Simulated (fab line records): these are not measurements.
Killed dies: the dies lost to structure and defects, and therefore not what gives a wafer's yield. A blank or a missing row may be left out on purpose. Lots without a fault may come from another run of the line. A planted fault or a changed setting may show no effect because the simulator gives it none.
What tool caused it? -- flow sky130 -- 24 lots, 72 wafers sampled, at 5 steps of a route of 708

## WHAT THE GAUGES SHOWED, per wafer
SKY_FIELD_ISO_BOW_MEAS_00. Usual: INCOMING_BOW 0 um, standard deviation 6.
lot,measured,on,INCOMING_BOW (um),flag
L074,day 1 10:00,film-metro-01,-5 1 10,
L075,day 1 15:02,film-metro-02,-8 1 -6,
L076,day 1 20:00,film-metro-02,-5 2 1,
L077,day 2 01:00,film-metro-04,5 8 8,
L078,day 2 06:00,film-metro-04,-8 -2 0,
L079,day 2 11:01,film-metro-02,-3 4 -2,
L080,day 2 16:00,film-metro-01,1 -12 -4,
L081,day 2 21:00,film-metro-04,-2 1 6,
L082,day 3 02:02,film-metro-02,3 -7 0,
L083,day 3 07:01,film-metro-01,-2 1 -13,
L084,day 3 12:00,film-metro-01,6 2 -2,
L085,day 3 17:01,film-metro-04,1 5 0,
L086,day 3 22:00,film-metro-04,4 6 -12,
L087,day 4 03:01,film-metro-04,-3 2 0,
L088,day 4 08:02,film-metro-04,11 -5 2,
L089,day 4 13:04,film-metro-04,1 2 1,
L090,day 4 18:01,film-metro-02,-8 -3 -10,
L091,day 4 23:04,film-metro-04,-4 2 0,
L092,day 5 04:00,film-metro-01,8 -4 -2,
L093,day 5 09:01,film-metro-01,-12 19 -5,
L094,day 5 14:00,film-metro-01,8 -7 1,
L095,day 5 19:00,film-metro-01,9 1 5,
L096,day 6 00:02,film-metro-02,-7 -9 6,
L097,day 6 05:01,film-metro-01,16 11 1,

SKY_NWELL_OVL_MEAS_10. Usual: NWELL_00_OVL -1.0 nm, standard deviation 1.5.
lot,measured,on,NWELL_00_OVL (nm),flag
L074,day 4 15:08,overlay-01,-1.7 -0.4 -1.1,
L075,day 4 21:38,overlay-02,0.3 -1.2 -2.0,
L076,day 5 01:38,overlay-02,-1.7 -2.0 -1.7,
L077,day 5 05:53,overlay-02,0.8 -1.2 1.7,
L078,day 5 14:29,overlay-01,-3.4 -0.9 -2.0,
L079,day 5 17:26,overlay-02,-0.8 0.9 -0.3,
L080,day 5 22:14,overlay-01,-0.5 -2.2 -0.3,
L081,day 6 03:50,overlay-01,-0.5 -0.2 0.1,
L082,day 6 13:02,overlay-02,-2.0 -1.1 -2.3,
L083,day 6 18:20,overlay-01,-0.3 1.0 1.4,
L084,day 6 22:05,overlay-01,-1.5 -0.4 -1.5,
L085,day 7 03:11,overlay-01,-2.4 -1.8 -2.5,
L086,day 7 10:44,overlay-01,-1.8 -0.9 -2.5,
L087,day 7 16:17,overlay-02,-1.2 -0.2 -0.8,
L088,day 7 21:42,overlay-01,-1.0 -2.9 0.2,
L089,day 8 04:09,overlay-02,-1.8 -1.1 0.2,
L090,day 8 10:23,overlay-01,-0.7 -1.9 0.1,
L091,day 8 16:37,overlay-01,3.1 2.4 2.4,
L092,day 9 00:56,overlay-01,1.1 0.5 2.7,
L093,day 9 02:20,overlay-01,-3.7 -1.3 -1.8,
L094,day 9 10:23,overlay-01,-3.2 -4.1 -3.0,
L095,day 9 15:08,overlay-01,-0.5 -0.7 1.6,
L096,day 9 21:08,overlay-01,-1.5 -1.0 -1.2,
L097,day 10 02:08,overlay-01,-1.6 -3.5 -0.7,

SKY_VT_ADJUST_NCORE_TW_MEAS_11. Usual: VT_ADJUST_NCORE_TW 219.7, standard deviation 1.9.
lot,measured,on,VT_ADJUST_NCORE_TW,flag
L074,day 8 17:16,film-metro-01,218.5 218.4 218.5,
L075,day 9 01:06,film-metro-02,217.8 217.3 218.5,
L076,day 9 04:25,film-metro-01,219.6 219.9 218.1,
L077,day 9 09:11,film-metro-01,217.8 219.8 219.4,
L078,day 9 20:08,film-metro-04,224.0 223.3 223.0,
L079,day 10 00:14,film-metro-02,217.9 216.5 217.6,
L080,day 10 06:23,film-metro-02,217.6 217.6 217.5,
L081,day 10 12:55,film-metro-02,217.4 217.0 216.7,
L082,day 11 01:26,film-metro-04,219.5 219.4 220.3,
L083,day 11 05:50,film-metro-01,218.6 218.7 217.7,
L084,day 11 15:22,film-metro-01,219.1 218.0 217.6,
L085,day 11 17:38,film-metro-01,218.3 219.6 217.9,
L086,day 12 04:04,film-metro-01,219.5 219.2 218.9,
L087,day 12 09:09,film-metro-01,220.8 220.4 219.9,
L088,day 12 16:42,film-metro-04,221.8 223.1 222.7,
L089,day 12 22:40,film-metro-04,221.4 222.9 223.0,
L090,day 13 06:53,film-metro-01,218.9 220.3 219.2,
L091,day 13 15:19,film-metro-04,222.3 222.0 222.8,
L092,day 13 23:35,film-metro-04,221.4 221.7 222.9,
L093,day 14 03:35,film-metro-01,221.2 220.1 220.2,
L094,day 14 12:07,film-metro-01,219.9 219.4 220.3,
L095,day 14 18:35,film-metro-04,221.1 222.1 222.2,
L096,day 15 00:57,film-metro-02,217.9 218.4 217.3,
L097,day 15 05:17,film-metro-01,220.6 220.3 220.6,

SKY_SONOS_ONO_THK_MEAS_05. Usual: SONOS_ONO_CVD_04_THK 5.66 nm, standard deviation 0.12.
lot,measured,on,SONOS_ONO_CVD_04_THK (nm),flag
L074,day 11 21:34,film-metro-04,5.86 5.76 5.79,
L075,day 12 03:16,film-metro-01,5.64 5.68 5.78,
L076,day 12 09:44,film-metro-01,5.73 5.72 5.67,
L077,day 12 13:17,film-metro-01,5.78 5.71 5.71,
L078,day 13 00:46,film-metro-02,5.75 5.59 5.54,
L079,day 13 04:59,film-metro-01,5.63 5.54 5.55,
L080,day 13 11:14,film-metro-01,5.44 5.63 5.50,
L081,day 13 19:14,film-metro-04,5.67 5.78 5.64,
L082,day 14 10:37,film-metro-02,5.67 5.66 5.64,
L083,day 14 13:51,film-metro-02,5.72 5.65 5.72,
L084,day 14 23:50,film-metro-01,5.72 5.63 5.68,
L085,day 15 03:14,film-metro-01,5.66 5.62 5.66,
L086,day 15 16:42,film-metro-01,5.68 5.66 5.73,
L087,day 15 21:55,film-metro-01,5.61 5.66 5.59,
L088,day 16 05:10,film-metro-02,5.47 5.52 5.54,
L089,day 16 13:50,film-metro-01,5.79 5.73 5.74,
L090,day 16 23:05,film-metro-04,5.96 6.00 5.97,
L091,day 17 09:10,film-metro-01,5.75 5.72 5.69,
L092,day 17 19:05,film-metro-04,5.54 5.49 5.66,
L093,day 17 23:46,film-metro-01,5.71 5.70 5.73,
L094,day 18 10:06,film-metro-02,5.48 5.41 5.55,
L095,day 18 16:14,film-metro-02,5.55 5.43 5.45,
L096,day 19 00:12,film-metro-01,5.68 5.68 5.72,
L097,day 19 03:02,film-metro-01,5.65 5.63 5.55,

SKY_SONOS_ONO_OVL_MEAS_14. Usual: SONOS_ONO_OVL -1.0 nm, standard deviation 1.2.
lot,measured,on,SONOS_ONO_OVL (nm),flag
L074,day 12 21:35,overlay-01,0.0 0.6 0.0,
L075,day 13 03:32,overlay-01,-1.2 -2.8 0.4,
L076,day 13 10:29,overlay-01,0.0 0.3 -2.3,
L077,day 13 14:41,overlay-02,-1.0 0.0 -0.4,
L078,day 14 02:40,overlay-01,-1.7 -2.0 -1.2,
L079,day 14 06:19,overlay-01,-0.5 -4.1 -2.3,
L080,day 14 13:28,overlay-01,-2.3 -0.8 -1.1,
L081,day 14 21:41,overlay-02,-2.4 -3.2 -1.9,
L082,day 15 13:07,overlay-02,-0.6 -3.0 -0.7,
L083,day 15 16:56,overlay-01,-1.6 -1.8 -1.3,
L084,day 16 03:14,overlay-01,0.0 -0.8 -2.0,
L085,day 16 06:57,overlay-02,0.2 -0.4 -1.3,
L086,day 16 21:02,overlay-02,-1.9 -0.6 -0.3,
L087,day 17 02:07,overlay-02,-0.3 -0.7 -0.4,
L088,day 17 10:48,overlay-02,0.6 -0.8 0.8,
L089,day 17 19:22,overlay-01,-1.5 -0.1 -0.8,
L090,day 18 04:46,overlay-01,-0.9 1.2 0.0,
L091,day 18 15:07,overlay-02,-0.2 -0.5 -1.3,
L092,day 19 00:50,overlay-02,-0.2 -0.7 -0.8,
L093,day 19 05:47,overlay-02,-3.0 -1.4 -2.7,
L094,day 19 16:35,overlay-01,-0.1 0.3 -3.0,
L095,day 19 23:23,overlay-01,-0.9 -1.6 -2.2,
L096,day 20 07:21,overlay-01,-1.2 -1.0 -0.8,
L097,day 20 10:02,overlay-02,-4.6 -3.6 -3.3,

## EACH LOT AND THE TOOL THAT RAN IT (in order: tool; ch and the chambers of the sampled wafers; start)
The record shows no process step preceding these readings.

## AS READ BY THE TOOLS THEMSELVES (means over the sampled wafers that have a number; for cases with no such wafer, the mark the record gives instead)
The record holds no such reading with a usual standard deviation.

## THE ANSWER, worked out from the rows above alone
Rule: a lot counts as off when the mean over its wafers that have a number is more than 3 standard deviations away from the usual mean. A lot without any number at a reading at which 4 lots or more have one is off too. The other lots that the step has rows for count as sound. First the gauges in route order, then the tools' own readings, where a lot's mean is used as printed above. At the first step where some lot is off, the reading lying furthest off is the one used; lots without a number count as furthest.
None of the lots is off at any reading shown; this tells nothing.

## WHAT THE SIMULATOR HAD INSERTED
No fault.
